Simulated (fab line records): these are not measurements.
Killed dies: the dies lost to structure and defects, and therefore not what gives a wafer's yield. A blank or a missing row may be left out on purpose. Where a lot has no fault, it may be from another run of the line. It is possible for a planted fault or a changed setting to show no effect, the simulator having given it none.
A struck lot beside a sound one | flow gf180mcu | 18 out of 602 route steps
Sound: the wafers L423.1, L423.2, L423.4. Struck: wafer L417.5 (L417.1, L417.6, from the same lot, were not struck and are left out); the cause is given at the end.
At each step with rows: each side's tool, then ch and its chambers, then its first start. Under that, the readings that differ: sound wafers | struck wafers | difference of the means | sigmas: that difference in standard deviations of wafers without a fault.
alike: readings with means less than 2 such deviations apart, plus words and numbers identical on both sides. not compared: withheld readings, readings lacking a value on some wafer, bounds such as >300 that could conceal the same value, and numbers that have no deviation in the record and whose values overlap.
A row with sigmas, a row that says differs or no value, or rows on one side alone: a step with any of these is where the two part. When numbers do not overlap yet have no deviation, they are printed without sigmas and do not part them. A reading that every wafer of one side lacks parts them only if that side has two wafers or more.

first, 3 steps without rows for these wafers: GF_V5_EXPOSE_11 (exposes mask Via5, target cd 260 nm); GF_V5_PEB_12 (peb time 90 s); GF_V5_DEVELOP_13 (develop time 60 s).
GF_V5_CD_MEAS_14: the cd target is 260 nm.
  sound on cd sem-02, day 31 23:49; struck on cd sem-01, day 30 13:17
  reading    | sound             | struck | difference | sigmas
  cd nm (nm) | 259.2 257.3 258.3 | 261.9  | +3.6       | +3
GF_V5_OVL_MEAS_15:
  sound on overlay-02, day 31 23:56; struck on overlay-02, day 30 13:25
  alike: V5_OVL
GF_V5_ETCH_16: etches BARC in N2/H2.
  sound on rie diel-02 ch 0,1,3, day 31 23:58; struck on rie diel-01 ch 1, day 30 13:27
  alike: drypump motor current A, oes product au, throttle valve pct
then, 1 step without rows for these wafers: GF_V5_ETCH_17 (etches SiO2 in C4F8/O2/Ar, stops on TiN, target depth 855 nm).
GF_V5_STRIP_18: strips in O2/N2.
  sound on plasma asher-04 ch 0,1, day 32 00:07; struck on plasma asher-04 ch 1, day 30 13:36
  alike: drypump motor current A, heater power w, oes product au
  not compared: rf hours counter h
then, 2 steps without rows for these wafers: GF_V5_STRIP_19 (strips in post etch residue remover, time 1200 s); GF_V5_CLEAN_20 (cleans in DIW).
GF_V5_SPUTTER_21: material Ti, target thk 15 nm, time 80.02 s.
  sound on pvd sputter-04, day 32 00:40; struck on pvd sputter-03, day 30 14:08
  alike: throttle valve pct
GF_V5_SPUTTER_22: material TiN, target thk 10 nm, time 40 s.
  sound on pvd sputter-04, day 32 00:43; struck on pvd sputter-03, day 30 14:12
  alike: throttle valve pct
GF_V5_CVD_23: deposits W, target thk 350 nm, time 104.9 s.
  sound on cvd w-01 ch 0,1, day 32 00:46; struck on cvd w-02 ch 0, day 30 14:14
  reading                          | sound           | struck | difference | sigmas
  model.W_of_V5_CVD_23.thk nm (nm) | 355.3 350.4 353 | 462.8  | +109.9     |
  alike: chamber pressure Torr, heater power w
GF_V5_RS_MEAS_24: a four-point-probe measurement.
  sound on film metro-01, day 32 00:52; struck on film metro-03, day 30 14:21
  reading          | sound             | struck | difference | sigmas
  V5_W_RS (ohm/sq) | 0.323 0.327 0.324 | 0.248  | -0.077     | -25
GF_V5_THK_MEAS_25: measures by xrf.
  sound on film metro-01, day 32 00:59; struck on film metro-03, day 30 14:28
  reading       | sound       | struck | difference | sigmas
  V5_W_THK (nm) | 361 352 356 | 476    | +120       | +28
GF_V5_CMP_26: polishes, stops on SiO2, t overpolish 15 s, target thk 0 nm.
  sound on cmp-02 ch 0,1,2, day 32 04:49; struck on cmp-01 ch 3, day 30 14:35
  reading                | sound    | struck | difference | sigmas
  time to endpoint s (s) | 84 85 88 | 112    | +26        | +7
  alike: motor current A
GF_TOP_METAL_SPUTTER_00: material Ti, target thk 37.5 nm, time 150 s.
  sound on pvd sputter-02, day 32 05:07; struck on pvd sputter-04, day 30 14:50
  alike: throttle valve pct
GF_PASSIVATION_PROBE_99:
  record: rows for the struck wafers here (prober-01, day 32 05:12), none for the sound ones

## WHERE THEY PART
Last at GF_PASSIVATION_PROBE_99 as far as this record goes, first at GF_V5_CD_MEAS_14.

WHY: what the simulator had put in
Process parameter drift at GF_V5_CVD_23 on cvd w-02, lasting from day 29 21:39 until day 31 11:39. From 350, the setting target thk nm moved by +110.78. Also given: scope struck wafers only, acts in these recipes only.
